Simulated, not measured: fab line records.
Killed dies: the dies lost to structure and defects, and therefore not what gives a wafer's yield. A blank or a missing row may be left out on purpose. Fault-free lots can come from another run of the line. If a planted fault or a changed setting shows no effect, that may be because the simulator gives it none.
The tool behind it: which one? || flow sky130 || 39 wafers from 13 lots sampled at 4 of the route's 708 steps

== WHAT THE GAUGES SHOWED, per wafer ==
SKY_VIA1_CD_MEAS_12: target cd 150 nm.
{"lot": "L787", "measured": "day 34 15:23", "on": "cd sem-01", "cd nm (nm)": "152.6 150.9 152.0"}
{"lot": "L789", "measured": "day 35 06:11", "on": "cd sem-02", "cd nm (nm)": "150.4 150.3 150.6"}
{"lot": "L790", "measured": "day 35 13:56", "on": "cd sem-01", "cd nm (nm)": "148.6 149.5 148.7"}
{"lot": "L791", "measured": "day 35 16:52", "on": "cd sem-02", "cd nm (nm)": "148.1 150.9 148.6"}
{"lot": "L794", "measured": "day 36 08:57", "on": "cd sem-02", "cd nm (nm)": "147.2 148.9 148.3"}
{"lot": "L795", "measured": "day 36 22:04", "on": "cd sem-01", "cd nm (nm)": "150.0 148.8 150.1"}
{"lot": "L796", "measured": "day 37 01:37", "on": "cd sem-02", "cd nm (nm)": "154.5 154.5 152.6"}
{"lot": "L798", "measured": "day 37 10:03", "on": "cd sem-01", "cd nm (nm)": "148.6 147.5 150.3"}
{"lot": "L799", "measured": "day 38 01:14", "on": "cd sem-01", "cd nm (nm)": "150.5 148.7 149.8"}
{"lot": "L800", "measured": "day 38 07:37", "on": "cd sem-02", "cd nm (nm)": "149.0 150.5 151.1"}
{"lot": "L802", "measured": "day 38 13:38", "on": "cd sem-01", "cd nm (nm)": "154.4 152.9 154.9"}
{"lot": "L803", "measured": "day 39 18:00", "on": "cd sem-01", "cd nm (nm)": "150.1 149.5 151.7"}
{"lot": "L810", "measured": "day 40 14:59", "on": "cd sem-02", "cd nm (nm)": "148.8 147.3 148.8"}

SKY_VIA1_THK_MEAS_23: measures by xrf.
{"lot": "L787", "measured": "day 34 16:33", "on": "film metro-03", "VIA1_W_THK (nm)": "272 264 274"}
{"lot": "L789", "measured": "day 35 07:17", "on": "film metro-01", "VIA1_W_THK (nm)": "264 271 271"}
{"lot": "L790", "measured": "day 35 15:05", "on": "film metro-03", "VIA1_W_THK (nm)": "265 266 263"}
{"lot": "L791", "measured": "day 35 18:00", "on": "film metro-01", "VIA1_W_THK (nm)": "261 267 265"}
{"lot": "L794", "measured": "day 36 10:08", "on": "film metro-01", "VIA1_W_THK (nm)": "269 275 266"}
{"lot": "L795", "measured": "day 36 23:10", "on": "film metro-01", "VIA1_W_THK (nm)": "261 264 258"}
{"lot": "L796", "measured": "day 37 02:43", "on": "film metro-03", "VIA1_W_THK (nm)": "262 267 268"}
{"lot": "L798", "measured": "day 37 11:09", "on": "film metro-01", "VIA1_W_THK (nm)": "264 266 263"}
{"lot": "L799", "measured": "day 38 02:20", "on": "film metro-04", "VIA1_W_THK (nm)": "270 270 281"}
{"lot": "L800", "measured": "day 38 08:43", "on": "film metro-01", "VIA1_W_THK (nm)": "270 268 269"}
{"lot": "L802", "measured": "day 38 14:44", "on": "film metro-03", "VIA1_W_THK (nm)": "263 264 266"}
{"lot": "L803", "measured": "day 39 19:05", "on": "film metro-03", "VIA1_W_THK (nm)": "275 266 263"}
{"lot": "L810", "measured": "day 40 16:26", "on": "film metro-01", "VIA1_W_THK (nm)": "273 270 267"}

== TOOL THAT RAN EACH LOT (tool first, then ch and the chambers of the sampled wafers, then the start) ==
{"lot": "L787", "SKY_VIA1_ETCH_15": "rie diel-04 ch 0,2, day 34 15:34", "SKY_VIA1_CVD_21": "cvd w-02 ch 0,1, day 34 16:19"}
{"lot": "L789", "SKY_VIA1_ETCH_15": "rie diel-02 ch 0,1, day 35 06:22", "SKY_VIA1_CVD_21": "cvd w-01 ch 0,1, day 35 07:05"}
{"lot": "L790", "SKY_VIA1_ETCH_15": "rie diel-04 ch 0,2, day 35 14:07", "SKY_VIA1_CVD_21": "cvd w-01 ch 0,1, day 35 14:52"}
{"lot": "L791", "SKY_VIA1_ETCH_15": "rie diel-01 ch 0,1,2, day 35 17:04", "SKY_VIA1_CVD_21": "cvd w-02 ch 0,1, day 35 17:47"}
{"lot": "L794", "SKY_VIA1_ETCH_15": "rie diel-01 ch 1,3, day 36 09:07", "SKY_VIA1_CVD_21": "cvd w-02 ch 0,1, day 36 09:56"}
{"lot": "L795", "SKY_VIA1_ETCH_15": "rie diel-04 ch 1,2,3, day 36 22:15", "SKY_VIA1_CVD_21": "cvd w-01 ch 0,1, day 36 22:57"}
{"lot": "L796", "SKY_VIA1_ETCH_15": "rie diel-02 ch 2,3, day 37 01:48", "SKY_VIA1_CVD_21": "cvd w-02 ch 0,1, day 37 02:30"}
{"lot": "L798", "SKY_VIA1_ETCH_15": "rie diel-01 ch 1,2,3, day 37 10:13", "SKY_VIA1_CVD_21": "cvd w-01 ch 0,1, day 37 10:57"}
{"lot": "L799", "SKY_VIA1_ETCH_15": "rie diel-04 ch 0,3, day 38 01:24", "SKY_VIA1_CVD_21": "cvd w-02 ch 0,1, day 38 02:06"}
{"lot": "L800", "SKY_VIA1_ETCH_15": "rie diel-04 ch 0,1,3, day 38 07:46", "SKY_VIA1_CVD_21": "cvd w-01 ch 0,1, day 38 08:30"}
{"lot": "L802", "SKY_VIA1_ETCH_15": "rie diel-04 ch 0,1,3, day 38 13:49", "SKY_VIA1_CVD_21": "cvd w-01 ch 0,1, day 38 14:31"}
{"lot": "L803", "SKY_VIA1_ETCH_15": "rie diel-02 ch 0,1,3, day 39 18:10", "SKY_VIA1_CVD_21": "cvd w-02 ch 0,1, day 39 18:53"}
{"lot": "L810", "SKY_VIA1_ETCH_15": "rie diel-02 ch 0,1,3, day 40 15:10", "SKY_VIA1_CVD_21": "cvd w-02 ch 0,1, day 40 16:13"}
- SKY_VIA1_ETCH_15: etches SiO2 in C4F8/O2/Ar, stops on TiN, target depth 351 nm, time 54 s.
- SKY_VIA1_CVD_21: deposits W, target thk 270 nm, time 80.902 s.

== AS READ BY THE TOOLS THEMSELVES (means over the sampled wafers that have a number; for cases with no such wafer, the mark the record gives instead) ==
SKY_VIA1_ETCH_15.
{"lot": "L787", "tool": "rie diel-04", "oes product au (a.u.)": 0.974, "rf fwd power W (W)": 1489}
{"lot": "L789", "tool": "rie diel-02", "oes product au (a.u.)": 0.985, "rf fwd power W (W)": 1491}
{"lot": "L790", "tool": "rie diel-04", "oes product au (a.u.)": 0.980, "rf fwd power W (W)": 1481}
{"lot": "L791", "tool": "rie diel-01", "oes product au (a.u.)": 0.980, "rf fwd power W (W)": 1489}
{"lot": "L794", "tool": "rie diel-01", "oes product au (a.u.)": 0.982, "rf fwd power W (W)": 1493}
{"lot": "L795", "tool": "rie diel-04", "oes product au (a.u.)": 0.974, "rf fwd power W (W)": 1483}
{"lot": "L796", "tool": "rie diel-02", "oes product au (a.u.)": 0.980, "rf fwd power W (W)": 1488}
{"lot": "L798", "tool": "rie diel-01", "oes product au (a.u.)": 0.980, "rf fwd power W (W)": 1485}
{"lot": "L799", "tool": "rie diel-04", "oes product au (a.u.)": 0.978, "rf fwd power W (W)": 1486}
{"lot": "L800", "tool": "rie diel-04", "oes product au (a.u.)": 0.974, "rf fwd power W (W)": 1488}
{"lot": "L802", "tool": "rie diel-04", "oes product au (a.u.)": 0.967, "rf fwd power W (W)": 1402}
{"lot": "L803", "tool": "rie diel-02", "oes product au (a.u.)": 0.981, "rf fwd power W (W)": 1487}
{"lot": "L810", "tool": "rie diel-02", "oes product au (a.u.)": 0.978, "rf fwd power W (W)": 1487}

SKY_VIA1_CVD_21.
{"lot": "L787", "tool": "cvd w-02", "heater power w (W)": 883}
{"lot": "L789", "tool": "cvd w-01", "heater power w (W)": 826}
{"lot": "L790", "tool": "cvd w-01", "heater power w (W)": 873}
{"lot": "L791", "tool": "cvd w-02", "heater power w (W)": 859}
{"lot": "L794", "tool": "cvd w-02", "heater power w (W)": 868}
{"lot": "L795", "tool": "cvd w-01", "heater power w (W)": 875}
{"lot": "L796", "tool": "cvd w-02", "heater power w (W)": 871}
{"lot": "L798", "tool": "cvd w-01", "heater power w (W)": 879}
{"lot": "L799", "tool": "cvd w-02", "heater power w (W)": 870}
{"lot": "L800", "tool": "cvd w-01", "heater power w (W)": 828}
{"lot": "L802", "tool": "cvd w-01", "heater power w (W)": 827}
{"lot": "L803", "tool": "cvd w-02", "heater power w (W)": 791}
{"lot": "L810", "tool": "cvd w-02", "heater power w (W)": 811}

== THE ANSWER, worked out from the rows above alone ==
Rule: usual is defined by the lots themselves. Put in order of their means at a reading, lots are off if they are a third of the lots or fewer, leave a main group of 4 or more, and stand apart from it by a gap of 3 or more times the standard deviation of the main group's means; of several such gaps the widest counts. A main group whose means are all the same, to the digits that the tables above print for the reading, isn't used. A lot without any number at a reading at which 4 lots or more have one is off too. The other lots that the step has rows for count as sound. After the gauges, taken in route order, come the tools' own readings; for these a lot's mean is taken, as printed above. At the first step where some lot is off, the reading lying furthest off is the one used; lots without a number count as furthest.
Off: L802 (SKY_VIA1_ETCH_15, rf fwd power W). The main group: mean 1487 W, standard deviation 3.1.
If a tool, at that step or one of the process steps before it, ran each lot that is off and ran no sound lot following the first of them, it fits. One fits: rie diel-04 at SKY_VIA1_ETCH_15. A fault onset in the window from L800 (day 38 07:46, its last sound lot) to L802 (day 38 13:49, its first lot off) fits.
On the lots that are off, the tool's own readings at SKY_VIA1_ETCH_15 differ by more than 5 times the standard deviation of the sound lots' means, which bears it out; rf fwd power W reads 1402 W there versus 1487 W on the sound lots.

== WHAT WAS PUT IN BY THE SIMULATOR ==
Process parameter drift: rie diel-04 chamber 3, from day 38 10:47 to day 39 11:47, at SKY_VIA1_ETCH_15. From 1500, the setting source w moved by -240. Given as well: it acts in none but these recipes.
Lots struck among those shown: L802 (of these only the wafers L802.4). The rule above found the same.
